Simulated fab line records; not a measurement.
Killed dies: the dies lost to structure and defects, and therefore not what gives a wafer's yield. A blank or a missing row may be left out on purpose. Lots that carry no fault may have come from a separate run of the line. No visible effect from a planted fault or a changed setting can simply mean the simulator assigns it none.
Struck lot and sound lot, side by side + flow sky130 + 32 steps out of a route of 708
Sound: the wafers L390.1, L390.2, L390.3. Wafers struck: L388.3, L388.5, L388.6. The cause comes at the end.
Per side, at each step with rows, come the tool, then ch with its chambers, and then its first start. Under that, the readings that differ: sound wafers + struck wafers + difference of the means + sigmas: that difference in standard deviations of wafers without a fault.
alike: words and numbers the same on both sides, and readings whose means are apart by under 2 such deviations; not compared: readings that were withheld, readings missing a value for some wafer, numbers with overlapping values and no deviation given by the record, and bounds like >300 which may hide the same value.
The two part at a step that has a row with sigmas, a row that says differs or no value, or rows on one side only. Non-overlapping numbers with no deviation appear without sigmas and do not part them. Lack of a reading on every wafer of one side parts them only where that side has two or more wafers.

SKY_PWDE_OVL_MEAS_07:
  sound on overlay-02 at day 5 17:55; struck on overlay-01 at day 5 03:02
  alike: PWDE_OVL
after that, 1 step had no rows for these wafers: SKY_PWDE_IMPLANT_08.
SKY_PWDE_STRIP_09: strips in O2/N2.
  sound on plasma-asher-04 ch 0,1, day 5 18:08; struck on plasma-asher-03 ch 0,1, day 5 03:14
  alike: drypump-motor-current-A, oes-product-au, strip-time-to-endpoint-s
  not compared: rf-hours-counter-h
SKY_PWDE_TW_MEAS_10:
  sound on film-metro-04 at day 5 18:14; struck on film-metro-02 at day 5 03:20
  alike: PWDE_TW
then, 7 steps without rows for these wafers: SKY_NWELL_DEHYDRATE_03 (time 60 s); SKY_NWELL_HMDS_04 (prime time 60 s); SKY_NWELL_COAT_05 (resist thk 3000 nm); SKY_NWELL_SOFTBAKE_06; SKY_NWELL_EXPOSE_07 (exposes mask NWM, target cd 840 nm); SKY_NWELL_PEB_08; SKY_NWELL_DEVELOP_09 (develop time 60 s).
SKY_NWELL_OVL_MEAS_10:
  sound on overlay-01 at day 6 11:34; struck on overlay-02 at day 5 20:40
| reading           | sound       | struck         | difference | sigmas |
|-------------------|-------------|----------------|------------|--------|
| NWELL_00_OVL (nm) | 2.4 2.3 2.3 | -1.6 -1.0 -0.6 | -3.4       | -3     |
SKY_NWELL_IMPLANT_11:
  sound on implanter-04 ch 0, day 6 11:36; struck on implanter-03 ch 0, day 5 20:44
| reading                   | sound                | struck               | difference | sigmas      |
|---------------------------|----------------------|----------------------|------------|-------------|
| beam-energy-keV           | 400.13 400.07 400.18 | 470.48 470.52 470.49 | +70.37     | +99 or more |
| model.implant.rp-nm (nm)  | 495.2 495.2 495.2    | 571.4 571.4 571.4    | +76.2      |             |
| model.implant.drp-nm (nm) | 116.9 116.9 116.9    | 126.6 126.6 126.6    | +9.7       |             |
  alike: end-station-pressure-torr
then, 2 steps without rows for these wafers: SKY_NWELL_IMPLANT_12; SKY_NWELL_IMPLANT_13.
SKY_NWELL_STRIP_14: strips in O2/N2.
  sound on plasma-asher-03 ch 0,1, day 6 12:03; struck on plasma-asher-02 ch 0,1, day 5 21:11
  alike: drypump-motor-current-A, oes-product-au, strip-time-to-endpoint-s
  not compared: rf-hours-counter-h
SKY_NWELL_TW_MEAS_15:
  sound on film-metro-04 at day 6 12:09; struck on film-metro-01 at day 5 21:16
  alike: NWELL_TW
then, 7 steps without rows for these wafers: SKY_NWELL_DEHYDRATE_16 (time 60 s); SKY_NWELL_HMDS_17 (prime time 60 s); SKY_NWELL_COAT_18 (resist thk 3000 nm); SKY_NWELL_SOFTBAKE_19; SKY_NWELL_EXPOSE_20 (exposes mask NWM COMPLEMENT, target cd 840 nm); SKY_NWELL_PEB_21; SKY_NWELL_DEVELOP_22 (develop time 60 s).
SKY_NWELL_OVL_MEAS_23:
  sound on overlay-02 at day 7 07:34; struck on overlay-02 at day 6 14:34
  alike: NWELL_01_OVL
after that, 1 step had no rows for these wafers: SKY_NWELL_IMPLANT_24.
SKY_NWELL_STRIP_25: strips in O2/N2.
  sound on plasma-asher-02 ch 0,1, day 7 07:46; struck on plasma-asher-03 ch 0,1, day 6 14:47
  alike: drypump-motor-current-A, oes-product-au, strip-time-to-endpoint-s
  not compared: rf-hours-counter-h
SKY_NWELL_TW_MEAS_26:
  sound on film-metro-02 at day 7 07:52; struck on film-metro-04 at day 6 14:52
  alike: NWELL_2_TW
then, 1 step without rows for these wafers: SKY_NWELL_CLEAN_27 (cleans in SC1/SC2, time 150 s).
SKY_NWELL_RTA_28: time 30 s.
  sound on rtp-anneal-01 ch 0, day 7 07:58; struck on rtp-anneal-02 ch 0, day 6 14:59
  alike: chamber-o2-ppm, lamp-power-pct, wafer_temp_C_max
SKY_NWELL_RS_MEAS_29: a four-point-probe measurement.
  sound on film-metro-02 at day 7 08:04; struck on film-metro-01 at day 6 15:05
| reading           | sound             | struck            | difference | sigmas |
|-------------------|-------------------|-------------------|------------|--------|
| NWELL_RS (ohm/sq) | 625.5 625.6 626.8 | 604.8 603.1 605.2 | -21.6      | -15    |
-- the record jumps here: 41 days lie between the struck wafers' starts before and after (it left off in module NWELL and takes up again in module PAD_OPEN, whose first step shown is number 708 of the route) --
SKY_PAD_OPEN_PROBE_99:
  sound on prober-01 at day 47 20:47; struck on prober-02 at day 47 13:40
| reading                                | sound                         | struck                        | difference | sigmas |
|----------------------------------------|-------------------------------|-------------------------------|------------|--------|
| model.etest.nfet_16v.r-on-ohm-um       | 1.408e+04 1.405e+04 1.408e+04 | 1.602e+04 1.603e+04 1.598e+04 | +1.940e+03 |        |
| model.etest.res-nwell.line-ohm-um      | 1128 1117 1139                | 920.7 922.6 907.3             | -211.1     |        |
| model.etest.res-nwell.rs-ohm-sq        | 950 928.2 955                 | 778.2 783.5 777.6             | -164.6     |        |
| model.etest.pfet-g5v0d10v5.r-on-ohm-um | 4703 4854 4765                | 4685 4597 4534                | -169       |        |
| model.etest.tip_p_5v.rs-ohm-sq         | 2877 2885 2885                | 2742 2747 2755                | -134       |        |
| model.etest.pfet_16v.drive-ua-um       | 242.8 240.1 239.7             | 255.1 254.1 262.4             | +16.3      |        |
| model.etest.pfet-g5v0d10v5.drive-ua-um | 339.8 332.2 338.1             | 353.3 358.1 366.5             | +22.6      |        |
  alike: killed_at_M0_to_M3, killed_at_M4_up, killed-at-contacts, killed-at-front-end, killed-at-other, killed-dies, killed-open, killed-short
  not compared: model.etest.pfet_16v.r-on-ohm-um

## WHERE THEY PART
First at SKY_NWELL_OVL_MEAS_10; last, within this record, at SKY_NWELL_RS_MEAS_29. Later steps at which nothing parts them and some readings are alike: SKY_PAD_OPEN_PROBE_99.

WHY: what had been put in by the simulator
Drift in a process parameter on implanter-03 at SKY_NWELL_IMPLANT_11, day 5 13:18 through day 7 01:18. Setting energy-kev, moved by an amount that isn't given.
